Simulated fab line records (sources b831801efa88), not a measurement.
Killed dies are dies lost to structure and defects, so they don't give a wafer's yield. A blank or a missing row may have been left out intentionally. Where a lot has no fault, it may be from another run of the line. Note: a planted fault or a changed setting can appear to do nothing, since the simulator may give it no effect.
fab line records    flow sky130
record: lots: 7  wafers: 21  last_day: 50
route steps=708 shown VIA1@471 METAL2@483
lots untouched by any fault: they come from a run of this same line in which no faults occurred
start_h: hours from the record's opening day to when the first of the lot's shown wafers began    wait_h: hours elapsed since this lot's preceding step    " identical to the entry in the row above    L1.1+2: a row that stands for several wafers    - value missing, or start not given    * or withheld: withheld    < > ~ a bound
route shown NAME@n: names a module that has steps shown in the file, with the first one's number in the route    usual: mean and standard deviation over wafers with no fault    same: alike in all rows    chamber/n: place in a boat    sites: the reading at each site    _std_site: the values' standard deviation    _edge_site: the outer-site mean with the inner-site mean subtracted    radius_mm: how far each site lies from the wafer's centre    mask NAME#n: copy n    behind: the tool/chamber that last shaped the wafer    hold: the reason the lot was held/the length of the hold in hours/how it ended    device: the n, p or np transistor that did not switch    end of line: the tests these same wafers got at the end of their route    a step without rows: its recipe alone    killed: dies that structure and defects cost at the first sort, which is not the same as the wafer's yield    map: dies across one wafer; x = killed, . = not, _ = none there
set.NAME: the setting the step ran with; set.NAME@STEP: the setting that earlier step ran with    model.NAME: the simulator's own value behind a step, which no gauge read
a table for each step, a row for each wafer; lots at some steps of the route
services: when a tool's chamber went out of use (start_h, in hours from the record's first day, below 0 if earlier), for how many hours, and the reason
== steps ==
step: SKY_VIA1_OVL_MEAS_13
usual: VIA1_OVL: 1/5.6
lot.wafer  tool        chamber  start_h  wait_h  VIA1_OVL[nm]
L137.2     overlay-02  -        786.50   0.1     10
L137.4     "           -        "        "       3
L137.5     "           -        "        "       0
L151.2     overlay-02  -        903.92   0.1     5
L151.4     "           -        "        "       7
L151.5     "           -        "        "       1
L156.1     overlay-02  -        941.91   0.1     4
L156.3     "           -        "        "       3
L156.4     "           -        "        "       7
L157.2     overlay-02  -        944.12   0.1     -2
L157.3     "           -        "        "       6
L157.6     "           -        "        "       -2
L158.1     overlay-02  -        950.06   0.1     1
L158.3     "           -        "        "       -4
L158.6     "           -        "        "       3
L160.2     overlay-02  -        957.63   0.1     -10
L160.4     "           -        "        "       -8
L160.5     "           -        "        "       4
L159.2     overlay-02  -        960.02   0.1     -9
L159.3     "           -        "        "       -8
L159.4     "           -        "        "       0
step: SKY_VIA1_ETCH_14
recipe: chemistry: N2/H2  target: BARC  ion_energy_ev: 200  source_w: 500  bias_w: 100  pressure_mtorr: 30  n2_flow_sccm: 100  h2_flow_sccm: 200  stop_on: SiO2  time_s: 45.9  target_depth_a: 600
step: SKY_VIA1_ETCH_15
recipe: target: SiO2  chemistry: C4F8/O2/Ar  target_depth_nm: 351  stop_on: TiN  mask_material: KrF-thick  source_w: 1500  bias_w: 1200  pressure_mtorr: 40  c4f8_flow_sccm: withheld  O2_flow_sccm: 6  Ar_flow_sccm: 300  time_s: 54
usual: oes_product_au: 0.983/0.0061
lot.wafer  tool         chamber  start_h  wait_h  oes_product_au  rf_hours_counter_h
L137.2     rie_diel-01  0        786.57   0.0     0.983           3
L137.4     "            3        "        "       0.978           7
L137.5     "            1        "        "       0.994           -
L151.2     rie_diel-04  0        903.99   0.0     0.982           3
L151.4     "            1        "        "       0.990           9
L151.5     "            1        "        "       0.983           -
L156.1     rie_diel-02  0        941.99   0.0     0.988           19
L156.3     "            3        "        "       0.996           10
L156.4     "            2        "        "       0.983           10
L157.2     rie_diel-04  1        944.19   0.0     0.983           10
L157.3     "            0        "        "       0.979           4
L157.6     "            3        "        "       0.974           -
L158.1     rie_diel-01  0        950.14   0.0     0.980           9
L158.3     "            2        "        "       0.984           16
L158.6     "            0        "        "       0.976           -
L160.2     rie_diel-01  0        957.70   0.0     0.978           9
L160.4     "            1        "        "       0.990           -
L160.5     "            2        "        "       0.970           -
L159.2     rie_diel-04  3        960.09   0.0     0.977           7
L159.3     "            0        "        "       0.977           5
L159.4     "            1        "        "       0.975           11
step: SKY_VIA1_STRIP_16
recipe: chemistry: O2/N2  power_w: 1400  pressure_mtorr: 1500  platen_temp_c: withheld  o2_flow_sccm: 3000  n2_flow_sccm: 300  overash_fraction: 0.5
usual: drypump_motor_current_A: 5.81/0.3  oes_product_au: 0.415/0.0047  strip_time_to_endpoint_s: 4.447/0.027
lot.wafer  tool             chamber  start_h  wait_h  drypump_motor_current_A  oes_product_au  rf_hours_counter_h  strip_time_to_endpoint_s
L137.2     plasma_asher-04  0        786.62   0.0     6.16                     0.417           34                  4.438
L137.4     "                1        "        "       5.54                     0.412           -                   4.471
L137.5     "                0        "        "       6.16                     0.410           -                   4.434
L151.2     plasma_asher-01  0        904.04   0.0     6.13                     0.411           78                  4.470
L151.4     "                1        "        "       5.57                     0.404           -                   4.430
L151.5     "                0        "        "       6.14                     0.418           -                   4.440
L156.1     plasma_asher-01  1        942.04   0.0     5.56                     0.414           82                  4.460
L156.3     "                0        "        "       6.11                     0.419           -                   4.417
L156.4     "                1        "        "       5.56                     0.418           -                   4.437
L157.2     plasma_asher-01  1        944.24   0.0     5.56                     0.412           82                  4.432
L157.3     "                1        "        "       5.55                     0.418           -                   4.428
L157.6     "                1        "        "       5.57                     0.414           -                   4.437
L158.1     plasma_asher-04  0        950.19   0.0     6.15                     0.405           51                  4.454
L158.3     "                1        "        "       5.55                     0.413           -                   4.471
L158.6     "                1        "        "       5.51                     0.418           -                   4.449
L160.2     plasma_asher-04  1        957.74   0.0     5.50                     0.406           51                  4.468
L160.4     "                1        "        "       5.51                     0.420           -                   4.404
L160.5     "                1        "        "       5.50                     0.416           -                   4.476
L159.2     plasma_asher-04  1        960.14   0.0     5.53                     0.412           52                  4.471
L159.3     "                0        "        "       6.15                     0.415           -                   4.424
L159.4     "                1        "        "       5.54                     0.417           -                   4.442
step: SKY_VIA1_STRIP_17
recipe: chemistry: post_etch_residue_remover  time_s: 1200  temp_c: 72.5
step: SKY_VIA1_CLEAN_18
recipe: chemistry: IPA  time_s: 180  temp_c: 25
step: SKY_VIA1_CLEAN_19
recipe: chemistry: O3/DIW  dry: n2_spin
step: SKY_VIA1_SPUTTER_20
recipe: material: TiN  target_thk_nm: 20  chamber_pressure_pa: 5  power_w: 4000  time_s: 80
step: SKY_VIA1_CVD_21
recipe: material: W  target_thk_nm: 270  time_s: 80.902  temp_c: 400  pressure_torr: 40
usual: heater_power_outer_w: 516/44  heater_power_w: 867/67
lot.wafer  tool      chamber  start_h  wait_h  heater_power_outer_w  heater_power_w
L137.2     cvd_w-01  0        787.31   0.0     468                   832
L137.4     "         1        "        "       522                   875
L137.5     "         0        "        "       466                   848
L151.2     cvd_w-01  1        904.72   0.0     531                   901
L151.4     "         0        "        "       477                   868
L151.5     "         1        "        "       528                   886
L156.1     cvd_w-02  0        942.70   0.0     464                   761
L156.3     "         0        "        "       468                   755
L156.4     "         1        "        "       543                   871
L157.2     cvd_w-01  1        944.93   0.1     531                   923
L157.3     "         1        "        "       547                   918
L157.6     "         1        "        "       537                   916
L158.1     cvd_w-01  1        950.84   0.0     525                   897
L158.3     "         1        "        "       545                   901
L158.6     "         1        "        "       541                   901
L160.2     cvd_w-02  0        958.41   0.0     467                   743
L160.4     "         0        "        "       462                   757
L160.5     "         0        "        "       471                   741
L159.2     cvd_w-02  0        960.79   0.0     463                   738
L159.3     "         1        "        "       520                   862
L159.4     "         0        "        "       476                   748
step: SKY_VIA1_RS_MEAS_22
recipe: thk_meas_gauge: four-point-probe  reads: W_of_VIA1_CVD_21+TiN_of_VIA1_SPUTTER_20
usual: VIA1_W_RS: 0.428/0.0062
lot.wafer  tool           chamber  start_h  wait_h  VIA1_W_RS[ohm/sq]
L137.2     film_metro-03  -        787.42   0.1     0.435
L137.4     "              -        "        "       0.419
L137.5     "              -        "        "       0.430
L151.2     film_metro-02  -        904.83   0.1     0.423
L151.4     "              -        "        "       0.433
L151.5     "              -        "        "       0.430
L156.1     film_metro-01  -        942.79   0.1     0.428
L156.3     "              -        "        "       0.427
L156.4     "              -        "        "       0.435
L157.2     film_metro-01  -        945.10   0.1     0.416
L157.3     "              -        "        "       0.418
L157.6     "              -        "        "       0.421
L158.1     film_metro-01  -        950.93   0.1     0.423
L158.3     "              -        "        "       0.425
L158.6     "              -        "        "       0.421
L160.2     film_metro-03  -        958.52   0.1     0.427
L160.4     "              -        "        "       0.431
L160.5     "              -        "        "       0.427
L159.2     film_metro-03  -        960.90   0.1     0.433
L159.3     "              -        "        "       0.429
L159.4     "              -        "        "       0.425
step: SKY_VIA1_THK_MEAS_23
recipe: thk_meas_gauge: xrf  reads: W_of_VIA1_CVD_21
usual: VIA1_W_THK: 262/4.5
lot.wafer  tool           chamber  start_h  wait_h  VIA1_W_THK[nm]
L137.2     film_metro-03  -        787.53   0.1     256
L137.4     "              -        "        "       266
L137.5     "              -        "        "       261
L151.2     film_metro-02  -        904.94   0.1     264
L151.4     "              -        "        "       258
L151.5     "              -        "        "       260
L156.1     film_metro-01  -        942.91   0.1     261
L156.3     "              -        "        "       261
L156.4     "              -        "        "       256
L157.2     film_metro-01  -        945.21   0.1     270
L157.3     "              -        "        "       267
L157.6     "              -        "        "       267
L158.1     film_metro-01  -        951.05   0.1     265
L158.3     "              -        "        "       263
L158.6     "              -        "        "       266
L160.2     film_metro-03  -        958.63   0.1     259
L160.4     "              -        "        "       259
L160.5     "              -        "        "       260
L159.2     film_metro-03  -        961.01   0.1     257
L159.3     "              -        "        "       258
L159.4     "              -        "        "       260
step: SKY_VIA1_CMP_24
recipe: stop_on: SiO2  t_overpolish_s: 15  down_force_psi: 3.5  platen_rpm: 60  target_thk_nm: 0  pad_velocity_m_s: 0.94248
usual: motor_current_A: 10.9/0.95  overpolish_run_s: 15.000/0.0094  time_to_endpoint_s: 65/4
lot.wafer  tool    chamber  start_h  wait_h  motor_current_A  overpolish_run_s  time_to_endpoint_s
L137.4     cmp-02  2        787.58   0.0     10.4             14.991            69
L137.2     "       0        "        "       11.2             14.994            62
L137.5     "       3        "        "       10.0             14.994            62
L151.4     cmp-02  3        905.04   0.1     10.5             15.002            64
L151.2     "       1        "        "       12.1             15.011            66
L151.5     "       2        "        "       10.4             15.021            67
L156.4     cmp-01  0        942.97   0.0     11.6             15.011            69
L156.1     "       2        "        "       11.0             14.997            58
L156.3     "       3        "        "       12.6             14.988            59
L157.2     cmp-02  3        945.26   0.0     9.9              15.005            70
L157.3     "       1        "        "       12.2             14.992            70
L157.6     "       0        "        "       11.5             14.999            68
L158.3     cmp-01  3        951.11   0.0     12.4             14.995            61
L158.1     "       2        "        "       10.8             15.003            59
L158.6     "       0        "        "       10.4             15.003            68
L160.2     cmp-01  0        958.68   0.0     11.3             14.994            71
L160.4     "       1        "        "       9.5              14.987            63
L160.5     "       0        "        "       10.4             14.986            70
L159.2     cmp-02  3        961.06   0.0     9.9              14.995            68
L159.3     "       0        "        "       11.2             15.007            68
L159.4     "       1        "        "       11.9             14.996            69
step: SKY_METAL2_SPUTTER_00
recipe: material: Ti  target_thk_nm: 15  power_w: 3000  time_s: 10  chamber_pressure_pa: 0.4
usual: cathode_dc_power_W: 3000.1/0.49  chamber_pressure_pa: 0.4001/0.00068  throttle_valve_pct: 30.5/1.3
lot.wafer  tool            chamber  start_h  wait_h  cathode_dc_power_W  chamber_pressure_pa  throttle_valve_pct
L137.2     pvd_sputter-03  -        787.88   0.1     2999.6              0.4010               28.3
L137.4     "               -        "        "       3000.1              0.3999               30.4
L137.5     "               -        "        "       3000.2              0.3985               29.0
L151.2     pvd_sputter-03  -        905.29   0.1     2999.9              0.4003               28.3
L151.4     "               -        "        "       3000.1              0.4002               31.9
L151.5     "               -        "        "       3000.3              0.3992               30.9
L156.1     pvd_sputter-01  -        943.27   0.1     -                   -                    -
L156.3     "               -        "        "       -                   -                    -
L156.4     "               -        "        "       -                   -                    -
L157.2     pvd_sputter-03  -        945.56   0.2     -                   -                    -
L157.3     "               -        "        "       -                   -                    -
L157.6     "               -        "        "       -                   -                    -
L158.1     pvd_sputter-02  -        951.41   0.1     -                   -                    -
L158.3     "               -        "        "       -                   -                    -
L158.6     "               -        "        "       -                   -                    -
L160.2     pvd_sputter-03  -        958.98   0.2     3000.6              0.4004               28.6
L160.4     "               -        "        "       2998.9              0.3994               30.6
L160.5     "               -        "        "       2999.6              0.4001               30.7
L159.2     pvd_sputter-03  -        961.36   0.2     3000.1              0.4012               28.4
L159.3     "               -        "        "       2999.0              0.3998               31.8
L159.4     "               -        "        "       2999.4              0.4018               28.8
step: SKY_METAL2_SPUTTER_01
recipe: material: TiN  target_thk_nm: 20  power_w: 6500  time_s: 16.7  chamber_pressure_pa: 0.4
usual: cathode_dc_power_W: 6500.1/1.2  chamber_pressure_pa: 0.3999/0.0008  throttle_valve_pct: 30.6/1.3
lot.wafer  tool            chamber  start_h  wait_h  cathode_dc_power_W  chamber_pressure_pa  throttle_valve_pct
L137.2     pvd_sputter-03  -        787.90   0.0     6501.5              0.3995               28.4
L137.4     "               -        "        "       6498.9              0.3996               30.7
L137.5     "               -        "        "       6501.2              0.4010               28.9
L151.2     pvd_sputter-03  -        905.32   0.0     6499.1              0.3985               28.5
L151.4     "               -        "        "       6500.8              0.4008               31.7
L151.5     "               -        "        "       6501.3              0.4002               30.8
L156.1     pvd_sputter-01  -        943.29   0.0     6500.7              0.4005               29.9
L156.3     "               -        "        "       6501.1              0.4003               29.4
L156.4     "               -        "        "       6500.8              0.4001               30.8
L157.2     pvd_sputter-03  -        945.59   0.0     6499.5              0.4002               28.6
L157.3     "               -        "        "       6500.5              0.4002               29.0
L157.6     "               -        "        "       6500.8              0.3989               30.6
L158.1     pvd_sputter-02  -        951.43   0.0     6500.2              0.3982               30.2
L158.3     "               -        "        "       6498.2              0.4004               30.7
L158.6     "               -        "        "       6499.4              0.3998               30.0
L160.2     pvd_sputter-03  -        959.00   0.0     6498.5              0.4015               28.5
L160.4     "               -        "        "       6499.5              0.3998               30.7
L160.5     "               -        "        "       6500.1              0.3999               30.6
L159.2     pvd_sputter-03  -        961.38   0.0     6499.5              0.3985               28.3
L159.3     "               -        "        "       6499.6              0.4009               31.8
L159.4     "               -        "        "       6502.0              0.3995               29.2
== services ==
tool            chamber  start_h  hours  kind
cmp-02          -        783.71   2.2    repair
cvd_w-01        -        789.48   0.5    repair
rie_diel-01     3        795.64   9.5    repair
rie_diel-01     1        796.48   9.3    repair
rie_diel-01     1        812.91   7.2    repair
cmp-01          -        818.35   1.9    repair
rie_diel-04     -        820.24   0.3    repair
cvd_w-02        -        820.62   1.1    repair
cvd_w-01        0        824.02   2.5    repair
cmp-01          -        827.37   4.3    pm
cmp-01          -        835.05   2.0    repair
cvd_w-01        1        857.36   4.5    repair
rie_diel-04     3        858.19   3.9    repair
rie_diel-04     0        861.36   4.6    repair
cmp-01          -        866.99   0.9    repair
pvd_sputter-03  -        877.83   0.5    repair
cvd_w-01        -        884.83   6.0    pm
cvd_w-02        -        904.00   14.0   pm
cmp-01          -        912.00   4.0    pm
pvd_sputter-03  -        929.30   0.9    repair
rie_diel-01     2        933.45   2.8    repair
cmp-02          -        935.41   8.7    pm
cvd_w-01        0        936.11   10.5   repair
rie_diel-01     3        946.20   14.8   repair
== key ==
first_sign: step: SKY_METAL2_SPUTTER_00  reading: tool_record  direction: missing
effect none on later readings
met_at SKY_METAL2_SPUTTER_00
struck_wafers L156.1,L156.3,L156.4,L157.2,L157.3,L157.6,L158.1,L158.3,L158.6
later_rows_left_out L156.1,L156.3,L156.4,L157.2,L157.3,L157.6,L158.1,L158.3,L158.6
sort_left_out L156.1,L156.3,L156.4,L157.2,L157.3,L157.6,L158.1,L158.3,L158.6
onset_between 905.29 943.27
fault: kind: skipped_step_whole  tool: pvd_sputter-01,pvd_sputter-02,pvd_sputter-03  chamber: -  onset_h: 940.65  steps: SKY_METAL2_SPUTTER_00  scope: struck_lots_only
sort_left_out: the simulated sort isn't trusted on such a fault, so these wafers' sort isn't shown, and their yield isn't known
later_rows_left_out: the simulator's readings of these wafers behind a module that went badly wrong aren't trusted and aren't shown, but for the sort
